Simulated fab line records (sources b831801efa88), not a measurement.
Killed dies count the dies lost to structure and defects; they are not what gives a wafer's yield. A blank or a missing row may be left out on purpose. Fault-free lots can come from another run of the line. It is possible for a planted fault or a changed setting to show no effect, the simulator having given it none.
2 desks, one fault	flow gf180mcu	only its own numbers are on each desk; what lay behind them is given at the end

DESK OF THE TOOL OWNER: wet bench-02
The tool's own readings at GF_STI_WET_ETCH_26 (etches SiO2 in dHF, target depth 94 nm, time 188 s): means of the sampled wafers that have a number, for each lot that ran on this tool. A lot is out of limits, marked OUT, if its mean lies more than 4 standard deviations from the usual mean; the brackets give that distance.
Columns: A = run length s at GF_STI_WET_ETCH_26, usual 216 s
lot	first seen here	A
L939	day 3 21:56	216
L945	day 5 02:06	171 (-15) OUT
L947	day 5 17:16	171 (-15) OUT
This desk's finding: out of limits on L945, L947; first on L945, day 5 02:06 (run length s at GF_STI_WET_ETCH_26). L939: within limits.

METROLOGY DESK
Lot by lot, what the gauges showed, no matter which tool ran the lot: averages of those sampled wafers that carry a number. A lot is out of limits, marked OUT, if its mean lies more than 4 standard deviations from the usual mean; the brackets give that distance.
Columns: A = STI_OXIDATION_01_THK at GF_STI_THK_MEAS_22, usual 14.94 nm; B = STI_CVD_23_THK at GF_STI_THK_MEAS_24, usual 652 nm; C = STI_OXIDATION_02_THK at GF_STI_THK_MEAS_30, usual 10.04 nm; D = DNWELL_TW at GF_DNWELL_TW_MEAS_09, usual 1346; E = NWELL_OVL at GF_NWELL_OVL_MEAS_07, usual -0.6 nm; F = NWELL_TW at GF_NWELL_TW_MEAS_11, usual 1574
lot	first seen here	A	B	C	D	E	F
L934	day 2 13:31	15.01	658	9.99	1354	-1.1	1566
L939	day 3 21:23	15.41	648	9.90	1344	-0.5	1582
L945	day 5 01:22	15.17	652	10.14	1363	-0.3	1555
L947	day 5 16:43	14.74	647	10.28	1356	-1.3	1579
L948	day 5 20:51	15.02	654	9.85	1343	-1.6	1582
L954	day 6 19:35	14.91	658	10.08	1364	0.9	1585
This desk's finding: nothing out of limits on any of the 6 lots.

PUT TOGETHER
The tool owner's desk could have raised an alarm at day 5 02:06, on L945, L947.
The metrology desk saw nothing out of limits.
The metrology desk has L945, L947 on record, within its limits.
On wet bench-02, each named lot ran GF_STI_WET_ETCH_26.

WHAT HAD BEEN PUT IN BY THE SIMULATOR
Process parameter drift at GF_STI_WET_ETCH_26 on wet bench-02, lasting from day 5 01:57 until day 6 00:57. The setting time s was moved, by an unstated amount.
Shown lots that were struck: L945, L947.
How many hours passed from the start of the fault until each desk's first out-of-limits reading: the tool owner's desk, 0.
